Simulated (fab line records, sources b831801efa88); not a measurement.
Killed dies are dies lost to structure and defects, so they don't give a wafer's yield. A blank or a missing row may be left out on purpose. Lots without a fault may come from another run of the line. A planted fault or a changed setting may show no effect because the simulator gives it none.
fab line records | flow gf180mcu
record lots=6 wafers=18 last_day=33
route steps=602 shown POLY_GATE@168 HV_LDD@176
lots that met no fault: from a run of the same line without faults
start_h: hours from the record's first day to the start of the lot's first wafer shown | wait_h: hours since the lot's step before | " the same as in the row above | L1.1+2: a row that stands for several wafers | - no value, or no start given | * or withheld: withheld | < > ~ a bound
route shown NAME@n: a module of which the file shows steps, and the number in the route of the first | usual: mean/standard deviation of fault-free wafers | same: alike in all rows | chamber/n: place in a boat | sites: the reading at each site | _std_site: their standard deviation | _edge_site: outer sites' mean less inner sites' | radius_mm: how far each site lies from the wafer's centre | mask NAME#n: copy n | behind: the tool/chamber that last shaped the wafer | hold: why the lot was held/for how many hours/how that ended | device: the transistor (n, p or np) that didn't switch | end of line: the same wafers' tests at the end of the route | a step without rows: its recipe alone | killed: dies lost to structure and defects at the first sort, not the wafer's yield | map: a wafer's dies, x killed, . not, _ none there
set.NAME: the setting as run; set.NAME@STEP: as run at that earlier step | model.NAME: the simulator's own value behind a step, which no gauge read
lots at some steps of the route; a table a step, a row a wafer
services: from which hour (start_h, from the record's first day; less than 0 if before it) a tool's chamber was out of use, for how many hours, and why
## steps
# step GF_POLY_GATE_OVL_MEAS_11
# usual POLY_GATE_OVL=-4/5.8
# columns lot.wafer tool chamber start_h wait_h POLY_GATE_OVL[nm]
L215.1 overlay-01 - 232.32 0.1 -7
L215.2 " - " " -10
L215.4 " - " " -13
L217.1 overlay-01 - 249.97 0.1 -10
L217.2 " - " " -8
L217.4 " - " " -7
L219.3 overlay-01 - 261.78 0.1 -3
L219.5 " - " " -11
L219.6 " - " " -9
L220.1 overlay-01 - 268.37 0.1 -6
L220.5 " - " " -8
L220.6 " - " " -14
L227.1 overlay-01 - 320.22 0.1 -9
L227.3 " - " " -12
L227.5 " - " " -5
L228.1 overlay-02 - 322.87 0.1 -8
L228.3 " - " " -2
L228.4 " - " " -8
# step GF_POLY_GATE_ETCH_12
# recipe chemistry=N2/H2 target_depth_a=withheld overetch_a=withheld time_s=withheld target=BARC ion_energy_ev=200 source_w=500 bias_w=100 pressure_mtorr=30 n2_flow_sccm=100 h2_flow_sccm=200
# usual drypump_motor_current_A=6.0/0.42 oes_product_au=0.736/0.0043 throttle_valve_pct=13.215/0.0089
# columns lot.wafer tool chamber start_h wait_h drypump_motor_current_A oes_product_au throttle_valve_pct
L215.1 rie_diel-01 1 232.36 0.0 5.7 0.737 13.227
L215.2 " 3 " " 5.2 0.743 13.199
L215.4 " 0 " " 5.9 0.734 13.190
L217.1 rie_diel-02 2 250.01 0.0 6.1 0.738 13.216
L217.2 " 0 " " 5.5 0.740 13.215
L217.4 " 3 " " 6.6 0.729 13.204
L219.3 rie_diel-02 2 261.81 0.0 6.1 0.741 13.211
L219.5 " 2 " " 6.1 0.731 13.215
L219.6 " 1 " " 5.6 0.739 13.195
L220.1 rie_diel-02 2 268.41 0.0 6.1 0.735 13.214
L220.5 " 3 " " 6.6 0.740 13.216
L220.6 " 0 " " 5.5 0.735 13.212
L227.1 rie_diel-02 1 320.26 0.0 5.6 0.734 13.221
L227.3 " 3 " " 6.6 0.725 13.204
L227.5 " 0 " " 5.5 0.738 13.213
L228.1 rie_diel-02 2 322.91 0.0 6.1 0.734 13.207
L228.3 " 1 " " 5.6 0.734 13.212
L228.4 " 3 " " 6.6 0.733 13.220
# step GF_POLY_GATE_ETCH_13
# recipe target=poly-Si target_depth_nm=198.5 stop_on=SiO2 over_etch_frac=0.403 chemistry=HBr/Cl2 icp_w=400 bias_w=100 pressure_mtorr=10 HBr_flow_sccm=150 Cl2_flow_sccm=50 time_s=69.6
# usual drypump_motor_current_A=5.5/0.66 oes_product_au=0.991/0.0068 throttle_valve_pct=33.684/0.0084
# columns lot.wafer tool chamber start_h wait_h drypump_motor_current_A oes_product_au rf_hours_counter_h throttle_valve_pct
L215.1 rie_si-01 1 232.41 - 4.8 0.995 1 33.679
L215.2 " 0 " " 5.5 0.994 31 33.686
L215.4 " 1 " " 4.8 0.999 - 33.689
L217.1 rie_si-02 1 250.06 - 6.1 0.993 5 33.679
L217.2 " 0 " " 4.7 0.981 44 33.683
L217.4 " 2 " " 6.4 0.981 33 33.690
L219.3 rie_si-02 1 261.86 - 6.1 0.979 5 33.683
L219.5 " 1 " " 6.1 0.983 - 33.692
L219.6 " 2 " " 6.4 0.985 - 33.671
L220.1 rie_si-02 0 268.46 - 4.7 0.988 44 33.699
L220.5 " 3 " " 4.8 0.992 - 33.675
L220.6 " 0 " " 4.7 0.987 - 33.680
L227.1 rie_si-02 3 320.31 - 4.8 0.992 90 33.688
L227.3 " 1 " " 6.1 0.994 6 33.704
L227.5 " 1 " " 6.1 0.997 - 33.684
L228.1 rie_si-01 1 322.96 - 4.8 0.982 2 33.673
L228.3 " 0 " " 5.5 0.997 32 33.693
L228.4 " 3 " " 5.7 0.998 4 33.671
# step GF_POLY_GATE_STRIP_14
# recipe chemistry=O2/N2 power_w=1400 pressure_mtorr=1500 platen_temp_c=250 o2_flow_sccm=3000 n2_flow_sccm=300 overash_fraction=0.5
# usual drypump_motor_current_A=5.7/0.45 heater_power_w=303/31 oes_product_au=0.504/0.0044
# columns lot.wafer tool chamber start_h wait_h drypump_motor_current_A heater_power_w oes_product_au rf_hours_counter_h
L215.1 plasma_asher-02 1 232.46 0.0 6.2 319 0.506 43
L215.2 " 0 " " 5.6 302 0.511 43
L215.4 " 1 " " 6.2 329 0.511 -
L217.1 plasma_asher-02 0 250.11 0.0 5.7 309 0.508 44
L217.2 " 1 " " 6.2 338 0.507 44
L217.4 " 0 " " 5.7 309 0.503 -
L219.3 plasma_asher-01 1 261.95 0.1 5.1 334 0.509 -
L219.5 " 0 " " 6.2 247 0.507 -
L219.6 " 1 " " 5.1 321 0.503 -
L220.1 plasma_asher-02 1 268.51 0.0 6.2 322 0.504 46
L220.5 " 1 " " 6.2 332 0.502 -
L220.6 " 0 " " 5.7 301 0.506 -
L227.1 plasma_asher-01 0 320.36 0.0 6.2 243 0.504 21
L227.3 " 1 " " 5.1 338 0.502 -
L227.5 " 1 " " 5.1 343 0.500 -
L228.1 plasma_asher-03 1 323.02 0.0 5.1 287 0.504 71
L228.3 " 1 " " 5.1 287 0.512 -
L228.4 " 0 " " 5.9 314 0.502 -
# step GF_POLY_GATE_CLEAN_15
# recipe chemistry=SC1/SC2 mix=1:4:20 temp_c=70 time_s=150 dry=n2_spin
# step GF_POLY_GATE_OXIDATION_16
# recipe temp_c=850 ambient=O2 stabilise_s=600 purge_s=300 target_thk_a=40 ox_time_s=899
# step GF_POLY_GATE_THK_MEAS_17
# recipe reads=SiO2_of_POLY_GATE_OXIDATION_16
# usual POLY_GATE_OXIDATION_THK=4.00/0.079
# columns lot.wafer tool chamber start_h wait_h POLY_GATE_OXIDATION_THK[nm]
L215.1 film_metro-02 - 234.00 0.0 3.99
L215.2 " - " " 3.90
L215.4 " - " " 3.92
L217.1 film_metro-02 - 251.51 0.0 3.97
L217.2 " - " " 4.04
L217.4 " - " " 3.99
L219.3 film_metro-02 - 263.77 0.0 4.11
L219.5 " - " " 4.17
L219.6 " - " " 4.14
L220.1 film_metro-02 - 269.92 0.0 3.95
L220.5 " - " " 4.01
L220.6 " - " " 3.95
L227.1 film_metro-01 - 325.83 0.0 3.87
L227.3 " - " " 3.85
L227.5 " - " " 3.85
L228.1 film_metro-02 - 325.83 0.0 3.82
L228.3 " - " " 3.87
L228.4 " - " " 3.93
# step GF_POLY_GATE_CD_MEAS_18
# usual cd_nm=280.0/2.1
# columns lot.wafer tool chamber start_h wait_h cd_nm
L215.1 cd_sem-02 - 234.06 0.1 279.7
L215.2 " - " " 280.7
L215.4 " - " " 275.2
L217.1 cd_sem-02 - 251.57 0.1 283.6
L217.2 " - " " 283.4
L217.4 " - " " 279.0
L219.3 cd_sem-02 - 263.87 0.1 279.7
L219.5 " - " " 281.4
L219.6 " - " " 278.3
L220.1 cd_sem-01 - 269.98 0.1 282.5
L220.5 " - " " 277.5
L220.6 " - " " 283.3
L227.1 cd_sem-01 - 325.89 0.1 281.2
L227.3 " - " " 281.9
L227.5 " - " " 282.4
L228.1 cd_sem-01 - 326.06 0.2 281.0
L228.3 " - " " 282.5
L228.4 " - " " 278.8
# step GF_HV_LDD_DEHYDRATE_00
# recipe temp_c=201 time_s=60
# step GF_HV_LDD_HMDS_01
# recipe prime_time_s=60 prime_temp_c=120
# step GF_HV_LDD_COAT_02
# recipe resist=NOVOLAK spin_rpm=3000 resist_thk_nm=1000
# step GF_HV_LDD_SOFTBAKE_03
# recipe temp_c=90 time_s=60 resist=NOVOLAK
# step GF_HV_LDD_EXPOSE_04
# recipe mask_id=Nplus_LV_AREA target_cd_nm=400 na=0.6 source_shape=conventional sigma_outer=0.6 dose_mj=140
# usual exposure_dose_mJ_cm2=139.94/0.12 focus_offset_nm=-0.1/0.43 reticle_temp_C=23.03/0.099
# columns lot.wafer tool chamber start_h wait_h mask exposure_dose_mJ_cm2 focus_offset_nm reticle_temp_C
L215.1 iline_stepper-01 0 243.23 - Nplus_LV_AREA#0 139.79 0.0 22.88
L215.2 " 0 " " Nplus_LV_AREA#0 139.99 0.1 23.01
L215.4 " 0 " " Nplus_LV_AREA#0 139.71 -0.6 22.95
L217.1 iline_stepper-02 0 261.11 - Nplus_LV_AREA#0 140.01 -0.2 23.06
L217.2 " 0 " " Nplus_LV_AREA#0 140.02 -0.2 23.04
L217.4 " 0 " " Nplus_LV_AREA#0 139.95 0.1 23.11
L219.3 iline_stepper-01 - 273.25 - Nplus_LV_AREA#0 - - -
L219.5 " - " " Nplus_LV_AREA#0 - - -
L219.6 " - " " Nplus_LV_AREA#0 - - -
L220.1 iline_stepper-02 - 279.98 - Nplus_LV_AREA#0 - - -
L220.5 " - " " Nplus_LV_AREA#0 - - -
L220.6 " - " " Nplus_LV_AREA#0 - - -
L227.1 iline_stepper-01 0 336.72 - Nplus_LV_AREA#0 139.86 0.4 23.27
L227.3 " 0 " " Nplus_LV_AREA#0 139.94 -0.5 23.16
L227.5 " 0 " " Nplus_LV_AREA#0 139.94 -0.7 23.11
L228.1 iline_stepper-01 0 336.86 - Nplus_LV_AREA#0 139.87 -0.2 23.06
L228.3 " 0 " " Nplus_LV_AREA#0 139.99 -0.7 22.98
L228.4 " 0 " " Nplus_LV_AREA#0 140.08 0.1 22.99
# step GF_HV_LDD_PEB_05
# recipe temp_c=withheld time_s=* resist=NOVOLAK
## services
# columns tool chamber start_h hours kind
rie_si-02 3 231.65 15.1 repair
rie_si-01 2 232.04 7.2 repair
plasma_asher-02 - 234.37 4.3 pm
rie_diel-02 1 266.29 2.7 repair
plasma_asher-02 - 272.93 4.9 repair
iline_stepper-01 - 295.88 1.7 pm
rie_diel-01 2 298.77 - clean
rie_diel-01 2 298.77 30.6 scheduled_down
rie_diel-01 2 298.77 30.6 vent_cycle
rie_diel-01 0 308.10 7.7 repair
rie_diel-02 - 322.99 10.0 pm
rie_si-02 - 323.47 0.1 repair
rie_diel-02 1 333.77 23.6 repair
## key
first_sign step=GF_HV_LDD_EXPOSE_04 reading=tool_record direction=missing
effect none on later readings
met_at GF_HV_LDD_EXPOSE_04
struck_wafers L219.3,L219.5,L219.6,L220.1,L220.5,L220.6
later_rows_left_out L219.3,L219.5,L219.6,L220.1,L220.5,L220.6
sort_left_out L219.3,L219.5,L219.6,L220.1,L220.5,L220.6
tester_left_out L219,L220
onset_between 261.11 273.25
fault kind=skipped_step_whole tool=iline_stepper-01,iline_stepper-02 chamber=- onset_h=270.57 steps=GF_HV_LDD_EXPOSE_04 scope=struck_lots_only
# tester_left_out: of these lots the tester's yield and bins aren't shown, on N5 and GAA mostly nor the transistor test; their killed dies are dies lost to structure and defects alone, not to doping, threshold or leakage, so they don't give the yield
# sort_left_out: the simulated sort isn't trusted on such a fault, so these wafers' sort isn't shown, and their yield isn't known
# later_rows_left_out: the simulator's readings of these wafers behind a module that went badly wrong aren't trusted and aren't shown, but for the sort
